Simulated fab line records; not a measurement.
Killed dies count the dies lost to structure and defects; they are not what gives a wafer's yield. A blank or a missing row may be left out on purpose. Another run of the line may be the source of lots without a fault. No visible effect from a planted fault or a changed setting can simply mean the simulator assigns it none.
The tool behind it: which one? | flow gf180mcu | 36 wafers from 12 lots sampled at 6 of the route's 602 steps

== WHAT THE GAUGES READ, wafer by wafer ==
GF_M1_CD_MEAS_14 targets a cd of 230 nm. Usual: cdNm 230.2 nm, standard deviation 1.2.
lot  | measured     | on       | cdNm (nm)         | flag
L740 | day 17 04:33 | cdSem-02 | 228.4 229.3 228.3 | 
L741 | day 17 17:41 | cdSem-01 | 230.0 229.2 229.5 | 
L742 | day 17 22:36 | cdSem-02 | 230.7 231.1 228.9 | 
L743 | day 18 10:34 | cdSem-01 | 228.7 229.7 228.9 | 
L751 | day 21 11:42 | cdSem-02 | 231.4 231.6 230.6 | 
L754 | day 22 11:02 | cdSem-01 | 231.0 229.2 230.3 | 
L755 | day 22 19:28 | cdSem-02 | 230.6 230.5 230.5 | 
L756 | day 23 00:31 | cdSem-01 | 230.6 230.7 231.0 | 
L759 | day 24 05:05 | cdSem-02 | 228.1 228.9 228.5 | 
L762 | day 25 00:31 | cdSem-01 | 229.9 228.3 228.8 | 
L761 | day 25 02:48 | cdSem-01 | 230.4 230.0 230.5 | 
L763 | day 25 09:27 | cdSem-02 | 231.8 232.5 230.9 | 

GF_V1_THK_MEAS_03. Usual: for V1_CVD_02_THK the level is 849 nm and the standard deviation is 11.
lot  | measured     | on           | V1_CVD_02_THK (nm)      | flag
L740 | day 17 05:54 | filmMetro-01 | 850 867 870             | 
L741 | day 17 18:43 | filmMetro-02 | 821 842 844             | 
L742 | day 17 23:38 | filmMetro-04 | 841 841 853             | 
L743 | day 18 11:33 | filmMetro-04 | 842 834 845             | 
L751 | day 21 12:43 | filmMetro-02 | 838 849 931 838 848 932 | 
L754 | day 22 12:01 | filmMetro-02 | 844 850 860             | 
L755 | day 22 20:28 | filmMetro-02 | 848 848 847             | 
L756 | day 23 01:33 | filmMetro-04 | 840 836 860             | 
L759 | day 24 06:04 | filmMetro-02 | 847 863 850             | 
L762 | day 25 01:31 | filmMetro-04 | 845 863 858             | 
L761 | day 25 03:48 | filmMetro-02 | 849 855 874             | 
L763 | day 25 10:48 | filmMetro-04 | 850 850 867             | 

GF_V1_OVL_MEAS_15. Usual: for V1_OVL the level is 1 nm and the standard deviation is 5.1.
lot  | measured     | on         | V1_OVL (nm) | flag
L740 | day 18 05:51 | overlay-01 | -1 -1 1     | 
L741 | day 18 18:51 | overlay-01 | -5 -6 -1    | 
L742 | day 19 00:17 | overlay-02 | -2 -5 -3    | 
L743 | day 19 11:52 | overlay-01 | 2 0 5       | 
L751 | day 22 11:56 | overlay-01 | 3 0 -3      | 
L754 | day 23 11:20 | overlay-02 | -3 5 7      | 
L755 | day 23 20:11 | overlay-02 | 5 6 -1      | 
L756 | day 24 00:56 | overlay-02 | 0 5 1       | 
L759 | day 25 04:15 | overlay-01 | 0 -6 9      | 
L762 | day 25 23:46 | overlay-01 | 8 1 9       | 
L761 | day 26 01:50 | overlay-02 | 2 4 -2      | 
L763 | day 26 08:56 | overlay-02 | 4 -3 -5     | 

== EACH LOT AND THE TOOL THAT RAN IT (in order: tool; ch and the chambers of the sampled wafers; start) ==
lot  | GF_CONTACT_SPUTTER_22       | GF_V1_CVD_02                    | GF_V1_CMP_04
L740 | pvdSputter-04, day 16 04:22 | pecvd-01 ch 0,1, day 17 05:50   | cmp-02 ch 0,1,2, day 17 06:07
L741 | pvdSputter-04, day 16 17:42 | pecvd-04 ch 0,1,2, day 17 18:39 | cmp-01 ch 0,1, day 17 18:47
L742 | pvdSputter-02, day 16 22:28 | pecvd-01 ch 1,2, day 17 23:34   | cmp-01 ch 0,1,2, day 17 23:45
L743 | pvdSputter-03, day 17 10:15 | pecvd-02 ch 1,2, day 18 11:28   | cmp-02 ch 0,2, day 18 11:39
L751 | pvdSputter-02, day 20 11:15 | pecvd-04 ch 0,2, day 21 12:38   | cmp-02 ch 0,1,2, day 21 16:58
L754 | pvdSputter-02, day 21 10:20 | pecvd-02 ch 0,1,2, day 22 11:56 | cmp-02 ch 0,1,2, day 22 12:04
L755 | pvdSputter-03, day 21 19:29 | pecvd-01 ch 1,2, day 22 20:23   | cmp-01 ch 2,3, day 22 20:31
L756 | pvdSputter-04, day 22 00:54 | pecvd-02 ch 0,1, day 23 01:29   | cmp-01 ch 0,1,2, day 23 01:52
L759 | pvdSputter-02, day 23 05:43 | pecvd-02 ch 0,1,2, day 24 05:59 | cmp-02 ch 1,2, day 24 06:07
L762 | pvdSputter-04, day 24 01:05 | pecvd-01 ch 1,2, day 25 01:26   | cmp-02 ch 0,1,3, day 25 01:34
L761 | pvdSputter-04, day 24 04:23 | pecvd-04 ch 0,2, day 25 03:43   | cmp-02 ch 1,2,3, day 25 03:51
L763 | pvdSputter-02, day 24 10:15 | pecvd-01 ch 0,1,2, day 25 10:44 | cmp-01 ch 0,1,3, day 25 11:14
- GF_CONTACT_SPUTTER_22: material Ti, target thk 15 nm, time 80.02 s.
- GF_V1_CVD_02: deposits SiO2 from TEOS, target thk 850 nm, time 94.851 s.
- GF_V1_CMP_04: polishes SiO2.

== AS READ BY THE TOOLS THEMSELVES (means over the sampled wafers that have a number; for cases with no such wafer, the mark the record gives instead) ==
GF_CONTACT_SPUTTER_22. Usual: throttleValvePct 30.4 %, standard deviation 1.1.
lot  | tool          | throttleValvePct (%) | flag
L740 | pvdSputter-04 | 29.5                 | 
L741 | pvdSputter-04 | 30.0                 | 
L742 | pvdSputter-02 | 31.2                 | 
L743 | pvdSputter-03 | 29.3                 | 
L751 | pvdSputter-02 | 31.3                 | 
L754 | pvdSputter-02 | 31.4                 | 
L755 | pvdSputter-03 | 29.7                 | 
L756 | pvdSputter-04 | 29.6                 | 
L759 | pvdSputter-02 | 31.4                 | 
L762 | pvdSputter-04 | 30.2                 | 
L761 | pvdSputter-04 | 29.9                 | 
L763 | pvdSputter-02 | 31.7                 | 

GF_V1_CVD_02. Usual: heaterPowerW 649 W, standard deviation 77; runLengthS 122.8 s, standard deviation 0.47.
lot  | tool     | heaterPowerW (W) | runLengthS (s) | flag
L740 | pecvd-01 | 715              | 122.8          | 
L741 | pecvd-04 | 580              | 122.8          | 
L742 | pecvd-01 | 661              | 122.6          | 
L743 | pecvd-02 | 677              | 123.1          | 
L751 | pecvd-04 | 652              | 125.4          | OFF
L754 | pecvd-02 | 659              | 123.0          | 
L755 | pecvd-01 | 691              | 122.7          | 
L756 | pecvd-02 | 704              | 122.9          | 
L759 | pecvd-02 | 660              | 122.9          | 
L762 | pecvd-01 | 679              | 123.1          | 
L761 | pecvd-04 | 630              | 122.1          | 
L763 | pecvd-01 | 690              | 123.0          | 

GF_V1_CMP_04. Usual: motorCurrentA 11.7 A, standard deviation 0.95; timeToEndpointS 80 s, standard deviation 6.3.
lot  | tool   | motorCurrentA (A) | timeToEndpointS (s) | flag
L740 | cmp-02 | 10.9              | 89                  | 
L741 | cmp-01 | 12.3              | 72                  | 
L742 | cmp-01 | 11.7              | 73                  | 
L743 | cmp-02 | 11.0              | 75                  | 
L751 | cmp-02 | 11.0              | 94                  | 
L754 | cmp-02 | 11.1              | 84                  | 
L755 | cmp-01 | 11.9              | 75                  | 
L756 | cmp-01 | 12.4              | 78                  | 
L759 | cmp-02 | 11.0              | 82                  | 
L762 | cmp-02 | 11.8              | 83                  | 
L761 | cmp-02 | 11.9              | 81                  | 
L763 | cmp-01 | 12.3              | 79                  | 

== THE ANSWER, worked out from the rows above alone ==
Rule: a lot is off if the mean of its wafers that have a number lies more than 3 standard deviations from the usual mean. A lot without any number at a reading at which 4 lots or more have one is off too. The other lots that the step has rows for count as sound. After the gauges, taken in route order, come the tools' own readings; for these a lot's mean is taken, as printed above. The first step at which some lot is off is used, and at that step the reading that is off furthest; a lot without a number counts as furthest.
Off: L751, at GF_V1_CVD_02 (runLengthS).
A tool fits if, at that step or a process step before it, it ran every lot that is off, and no sound lot after the first of them. No candidate that was tried fits.

== WHAT THE SIMULATOR HAD INSERTED ==
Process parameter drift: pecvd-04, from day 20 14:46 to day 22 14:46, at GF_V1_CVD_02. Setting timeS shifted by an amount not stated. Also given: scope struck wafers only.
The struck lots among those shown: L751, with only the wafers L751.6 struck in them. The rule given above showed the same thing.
